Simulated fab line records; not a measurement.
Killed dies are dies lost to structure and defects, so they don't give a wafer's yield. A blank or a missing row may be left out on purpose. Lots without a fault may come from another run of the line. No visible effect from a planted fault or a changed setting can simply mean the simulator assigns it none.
The tool behind it: which one? + flow sky130 + 21 wafers sampled from 7 lots at 1 step of a route of 708

WHAT EACH GAUGE READ, for each wafer
SKY_SD_N_RS_MEAS_18: uses a four-point probe to measure.
| lot  | measured     | on            | RES_XHIGH_RS (ohm/sq) |
|------|--------------|---------------|-----------------------|
| L356 | day 28 14:11 | film metro-03 | 330.8 329.6 330.0     |
| L359 | day 29 16:31 | film metro-04 | 331.3 330.4 329.6     |
| L362 | day 30 07:17 | film metro-02 | 328.2 330.3 331.1     |
| L366 | day 32 07:05 | film metro-03 | 329.6 328.5 329.2     |
| L373 | day 35 01:38 | film metro-04 | 330.0 329.2 330.1     |
| L374 | day 35 03:41 | film metro-03 | 330.4 330.0 329.4     |
| L376 | day 35 09:07 | film metro-03 | 328.5 328.1 328.4     |

EACH LOT AND THE TOOL THAT RAN IT (in order: tool; ch and the chambers of the sampled wafers; start)
The record shows no process step preceding these readings.

THE ANSWER, worked out from the rows above alone
Rule: usual is defined by the lots themselves. The widest of any qualifying gaps counts: lots, ordered by their means at a reading, are off when they make up no more than a third of the lots, leave a main group of 4 or more, and stand apart from it by 3 or more times the standard deviation of that group's means. A main group is skipped when, at the precision printed for the reading in the tables above, its means are all equal. A lot without any number at a reading at which 4 lots or more have one is off too. Any other lot the step has rows for is counted as sound.
Across all readings shown, no lot is off: no conclusion can be drawn from this.

WHAT WAS PUT IN BY THE SIMULATOR
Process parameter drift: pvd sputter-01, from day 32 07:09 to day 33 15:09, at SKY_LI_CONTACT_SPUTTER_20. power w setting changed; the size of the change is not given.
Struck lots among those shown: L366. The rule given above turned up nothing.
